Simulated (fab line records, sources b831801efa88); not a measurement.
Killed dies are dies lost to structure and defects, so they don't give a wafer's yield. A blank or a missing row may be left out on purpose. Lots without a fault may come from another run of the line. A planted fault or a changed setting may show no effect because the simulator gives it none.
Chamber matching | flow gf180mcu | GF_V3_CMP_04 on cmp-02: 4 sister chambers
The step polishes SiO2. 14 wafers are shown with their chamber, then 7 later ones without.

WAFERS WITH THEIR CHAMBER
wafer  | chamber | motor_current_A (A) | platen_rpm (rpm) | time_to_endpoint_s (s)
L347.4 | 0       | 10.6                | 59.96            | 88
L347.5 | 0       | 10.3                | 59.97            | 87
L347.6 | 3       | 12.7                | 60.01            | 90
L351.1 | 1       | 13.4                | 60.05            | 74
L351.5 | 2       | 14.0                | 59.97            | 82
L351.6 | 1       | 13.1                | 60.09            | 83
L352.1 | 3       | 12.3                | 59.95            | 80
L352.2 | 1       | 13.0                | 60.01            | 75
L352.3 | 0       | 10.6                | 60.02            | 79
L354.1 | 0       | 10.7                | 59.91            | 83
L354.4 | 3       | 12.4                | 60.04            | 84
L354.6 | 2       | 12.8                | 59.95            | 83
L355.2 | 3       | 12.4                | 60.00            | 83
L355.3 | 2       | 13.2                | 60.01            | 84

SIGNATURES (means of the wafers above)
reading            | chamber 0 | chamber 1 | chamber 2 | chamber 3 | scatter within a chamber
motor_current_A    | 10.550    | 13.167    | 13.333    | 12.450    | 0.318
platen_rpm         | 59.9650   | 60.0500   | 59.9767   | 60.0000   | 0.0392
time_to_endpoint_s | 84.25     | 77.33     | 83.00     | 84.25     | 3.93
Rule: a wafer's distance from a chamber is the root of the sum, over the readings, of the square of ((its reading less the chamber's mean) divided by the reading's scatter). The wafer belongs to the nearest chamber; if the next one is less than 2 further off, it can't be placed. The scatter: the root of (the sum of the squares of (reading less its chamber's mean) over the shown wafers, divided by (wafers less chambers)).

WAFERS WITHOUT THEIR CHAMBER
wafer  | motor_current_A (A) | platen_rpm (rpm) | time_to_endpoint_s (s)
L355.5 | 12.3                | 60.01            | 85
L356.2 | 12.3                | 60.02            | 74
L356.4 | 13.5                | 60.02            | 78
L356.5 | 13.8                | 60.02            | 77
L368.2 | 12.4                | 59.99            | 86
L368.4 | 13.0                | 59.99            | 85
L368.6 | 12.9                | 60.00            | 82

WHICH CHAMBER EACH WENT THROUGH
wafer  | from the rows above          | in truth
L355.5 | 3                            | 3
L356.2 | can't be placed: 3 or 1 or 2 | 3
L356.4 | can't be placed: 1 or 2      | 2
L356.5 | can't be placed: 1 or 2      | 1
L368.2 | 3                            | 3
L368.4 | can't be placed: 2 or 3 or 1 | 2
L368.6 | can't be placed: 2 or 3 or 1 | 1
Placed correctly: 2 of 7. Can't be placed from these rows: 5 (the true chamber is among the candidates in 5). Placed wrongly: 0.
